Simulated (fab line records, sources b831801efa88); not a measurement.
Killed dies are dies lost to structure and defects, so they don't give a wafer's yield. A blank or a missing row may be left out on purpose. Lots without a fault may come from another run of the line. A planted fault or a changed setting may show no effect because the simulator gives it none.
Which tool did it? | flow gf180mcu | 12 lots, 34 wafers sampled, at 7 steps of a route of 602

WHAT THE GAUGES READ, wafer by wafer
GF_HV_LDD_OVL_MEAS_32. Usual: HV_LDD_02_OVL -0.2 nm, standard deviation 1.4.
lot  | measured     | on         | HV_LDD_02_OVL (nm) | flag
L744 | day 12 10:44 | overlay-01 | -0.8 -1.8 -0.6     |
L746 | day 13 03:38 | overlay-02 | -0.7 0.8 -1.1      |
L749 | day 14 02:33 | overlay-02 | 1.3 0.3 -0.2       |
L754 | day 15 19:41 | overlay-01 | -0.6 1.1 0.0       |
L755 | day 16 03:11 | overlay-01 | -2.8 -2.6 -2.6     |
L756 | day 16 07:22 | overlay-02 | 0.3 0.9 1.2        |
L759 | day 17 10:44 | overlay-01 | -1.6 -2.3 -1.6     |
L760 | day 17 17:05 | overlay-02 | -0.6 0.6 1.5       |
L761 | day 18 01:16 | overlay-02 | 1.4 0.1            |
L762 | day 18 05:53 | overlay-02 | 0.4 -0.9 1.1       |
L763 | day 18 18:27 | overlay-02 | 0.5 -0.2           |
L764 | day 18 23:19 | overlay-02 | -0.7 1.5 0.7       |

GF_NSD_CD_MEAS_07: target cd 400 nm. Usual: cd_nm 400.3 nm, standard deviation 2.1.
lot  | measured     | on        | cd_nm (nm)        | flag
L744 | day 14 08:50 | cd_sem-01 | - - -             | OFF
L746 | day 15 01:31 | cd_sem-02 | - - -             | OFF
L749 | day 16 02:30 | cd_sem-02 | 401.1 401.3 401.1 |
L754 | day 17 19:11 | cd_sem-02 | 398.9 399.1 399.1 |
L755 | day 18 03:52 | cd_sem-02 | 402.8 402.3 400.3 |
L756 | day 18 09:10 | cd_sem-01 | 398.2 400.9 400.7 |
L759 | day 19 13:11 | cd_sem-02 | 398.4 399.4 398.1 |
L760 | day 19 20:16 | cd_sem-02 | 401.8 399.9 399.7 |
L761 | day 20 05:04 | cd_sem-02 | 400.2 400.4       |
L762 | day 20 08:55 | cd_sem-02 | 402.7 402.6 402.2 |
L763 | day 20 21:16 | cd_sem-01 | 403.5 402.4       |
L764 | day 21 03:27 | cd_sem-02 | 400.7 401.9 401.3 |

GF_NSD_OVL_MEAS_08. Usual: NSD_OVL 0.2 nm, standard deviation 1.6.
lot  | measured     | on         | NSD_OVL (nm)   | flag
L744 | day 14 08:56 | overlay-01 | - - -          | OFF
L746 | day 15 01:38 | overlay-01 | - - -          | OFF
L749 | day 16 02:36 | overlay-01 | 0.4 0.8 0.8    |
L754 | day 17 19:17 | overlay-01 | -0.3 -1.8 -3.4 |
L755 | day 18 03:59 | overlay-02 | 0.3 0.3 1.0    |
L756 | day 18 09:17 | overlay-01 | -0.1 1.4 -2.2  |
L759 | day 19 13:17 | overlay-01 | 0.8 0.2 2.2    |
L760 | day 19 20:23 | overlay-02 | 1.1 1.6 0.9    |
L761 | day 20 05:11 | overlay-01 | 0.0 1.3        |
L762 | day 20 09:01 | overlay-02 | 1.6 0.3 0.6    |
L763 | day 20 21:21 | overlay-02 | -2.4 -0.5      |
L764 | day 21 03:32 | overlay-01 | 2.1 0.9 2.4    |

GF_NSD_TW_MEAS_12. Usual: NSD_TW 4217, standard deviation 18.
lot  | measured     | on            | NSD_TW         | flag
L744 | day 14 09:23 | film_metro-01 | 30 30 30       | OFF
L746 | day 15 02:04 | film_metro-01 | 30 30 30       | OFF
L749 | day 16 03:02 | film_metro-03 | 4210 4211 4214 |
L754 | day 17 19:44 | film_metro-04 | 4219 4197 4196 |
L755 | day 18 04:25 | film_metro-04 | 4207 4223 4231 |
L756 | day 18 09:43 | film_metro-01 | 4232 4216 4205 |
L759 | day 19 13:43 | film_metro-01 | 4254 4250 4253 |
L760 | day 19 20:49 | film_metro-01 | 4239 4226 4225 |
L761 | day 20 05:37 | film_metro-04 | 4217 4232      |
L762 | day 20 09:27 | film_metro-03 | 4177 4191 4203 |
L763 | day 20 21:47 | film_metro-04 | 4235 4224      |
L764 | day 21 03:59 | film_metro-03 | 4176 4186 4205 |

WHICH TOOL RAN EACH LOT (tool, then ch and the chambers of the sampled wafers, then the start)
lot  | GF_HV_LDD_STRIP_49                   | GF_NSD_DEVELOP_06                 | GF_NSD_STRIP_11
L744 | plasma_asher-01 ch 0,1, day 13 07:38 | litho_track-01 ch 0, day 14 08:41 | plasma_asher-04 ch 0,1, day 14 09:16
L746 | plasma_asher-03 ch 0, day 14 00:53   | litho_track-01 ch 0, day 15 01:22 | plasma_asher-02 ch 0,1, day 15 01:58
L749 | plasma_asher-03 ch 0,1, day 15 00:28 | litho_track-03 ch 0, day 16 02:21 | plasma_asher-02 ch 0, day 16 02:56
L754 | plasma_asher-02 ch 0,1, day 16 17:56 | litho_track-01 ch 0, day 17 19:02 | plasma_asher-03 ch 0,1, day 17 19:37
L755 | plasma_asher-01 ch 0,1, day 17 01:58 | litho_track-01 ch 0, day 18 03:43 | plasma_asher-03 ch 0,1, day 18 04:19
L756 | plasma_asher-02 ch 0,1, day 17 06:43 | litho_track-04 ch 0, day 18 09:01 | plasma_asher-04 ch 0,1, day 18 09:37
L759 | plasma_asher-01 ch 0,1, day 18 10:22 | litho_track-04 ch 0, day 19 13:02 | plasma_asher-04 ch 0,1, day 19 13:37
L760 | plasma_asher-03 ch 0, day 18 17:43   | litho_track-04 ch 0, day 19 20:07 | plasma_asher-04 ch 0,1, day 19 20:43
L761 | plasma_asher-03 ch 1, day 19 02:01   | litho_track-04 ch 0, day 20 04:55 | plasma_asher-04 ch 0,1, day 20 05:31
L762 | plasma_asher-01 ch 0,1, day 19 06:27 | litho_track-03 ch 0, day 20 08:46 | plasma_asher-02 ch 0,1, day 20 09:22
L763 | plasma_asher-03 ch 0, day 19 18:48   | litho_track-01 ch 0, day 20 21:08 | plasma_asher-03 ch 0, day 20 21:42
L764 | plasma_asher-03 ch 0,1, day 20 00:46 | litho_track-01 ch 0, day 21 03:19 | plasma_asher-03 ch 0,1, day 21 03:54
- GF_HV_LDD_STRIP_49: strips in O2/N2.
- GF_NSD_DEVELOP_06: develop time 60 s.
- GF_NSD_STRIP_11: strips in O2/N2.

WHAT THE TOOLS THEMSELVES READ (means of the sampled wafers that have a number; where no wafer has one, the mark that the record gives instead)
GF_HV_LDD_STRIP_49. Usual: drypump_motor_current_A 5.9 A, standard deviation 0.39; heater_power_w 332 W, standard deviation 58; oes_product_au 0.716 a.u., standard deviation 0.0045; strip_time_to_endpoint_s 12.62 s, standard deviation 0.034.
lot  | tool            | drypump_motor_current_A (A) | heater_power_w (W) | oes_product_au (a.u.) | strip_time_to_endpoint_s (s) | flag
L744 | plasma_asher-01 | 6.3                         | 309                | 0.718                 | 12.68                        |
L746 | plasma_asher-03 | 6.0                         | 426                | 0.712                 | 12.63                        |
L749 | plasma_asher-03 | 5.8                         | 368                | 0.715                 | 12.61                        |
L754 | plasma_asher-02 | 6.1                         | 357                | 0.714                 | 12.63                        |
L755 | plasma_asher-01 | 6.3                         | 311                | 0.713                 | 12.62                        |
L756 | plasma_asher-02 | 6.1                         | 357                | 0.716                 | 12.59                        |
L759 | plasma_asher-01 | 6.3                         | 306                | 0.722                 | 12.62                        |
L760 | plasma_asher-03 | 6.0                         | 430                | 0.716                 | 12.58                        |
L761 | plasma_asher-03 | 5.4                         | 260                | 0.715                 | 12.57                        |
L762 | plasma_asher-01 | 6.3                         | 306                | 0.717                 | 12.63                        |
L763 | plasma_asher-03 | 6.0                         | 429                | 0.712                 | 12.66                        |
L764 | plasma_asher-03 | 5.8                         | 368                | 0.715                 | 12.59                        |

GF_NSD_STRIP_11. Usual: drypump_motor_current_A 5.7 A, standard deviation 0.35; heater_power_w 335 W, standard deviation 60; oes_product_au 0.489 a.u., standard deviation 0.0048; strip_time_to_endpoint_s 22.76 s, standard deviation 0.041.
lot  | tool            | drypump_motor_current_A (A) | heater_power_w (W) | oes_product_au (a.u.) | strip_time_to_endpoint_s (s) | flag
L744 | plasma_asher-04 | 5.3                         | 298                | 0.489                 | 22.81                        |
L746 | plasma_asher-02 | 5.9                         | 357                | 0.485                 | 22.81                        |
L749 | plasma_asher-02 | 6.2                         | 353                | 0.490                 | 22.79                        |
L754 | plasma_asher-03 | 5.6                         | 314                | 0.486                 | 22.74                        |
L755 | plasma_asher-03 | 5.8                         | 366                | 0.491                 | 22.78                        |
L756 | plasma_asher-04 | 5.4                         | 315                | 0.493                 | 22.76                        |
L759 | plasma_asher-04 | 5.3                         | 293                | 0.490                 | 22.83                        |
L760 | plasma_asher-04 | 5.4                         | 288                | 0.485                 | 22.73                        |
L761 | plasma_asher-04 | 5.4                         | 303                | 0.488                 | 22.77                        |
L762 | plasma_asher-02 | 5.9                         | 350                | 0.484                 | 22.74                        |
L763 | plasma_asher-03 | 6.0                         | 422                | 0.487                 | 22.77                        |
L764 | plasma_asher-03 | 5.8                         | 373                | 0.490                 | 22.66                        |

THE ANSWER, worked out from the rows above alone
Rule: a lot is off if the mean of its wafers that have a number lies more than 3 standard deviations from the usual mean. A lot without any number at a reading at which 4 lots or more have one is off too. The other lots that the step has rows for count as sound. The gauges are gone through in route order, then the tools' own readings, and for those a lot's mean is taken as printed above. The first step at which some lot is off is used, and at that step the reading that is off furthest; a lot without a number counts as furthest.
Off: L744, L746, at GF_NSD_CD_MEAS_07 (cd_nm). Without a number there: L744, L746.
A tool fits if, at a process step before that reading, it ran every lot that is off, and no sound lot after the first of them. The gauges at GF_NSD_CD_MEAS_07 aren't tried: what is off there is off at GF_NSD_OVL_MEAS_08 too, on other tools, and a gauge's error can't cause that. None of those tried fits.

WHAT THE SIMULATOR HAD PUT IN
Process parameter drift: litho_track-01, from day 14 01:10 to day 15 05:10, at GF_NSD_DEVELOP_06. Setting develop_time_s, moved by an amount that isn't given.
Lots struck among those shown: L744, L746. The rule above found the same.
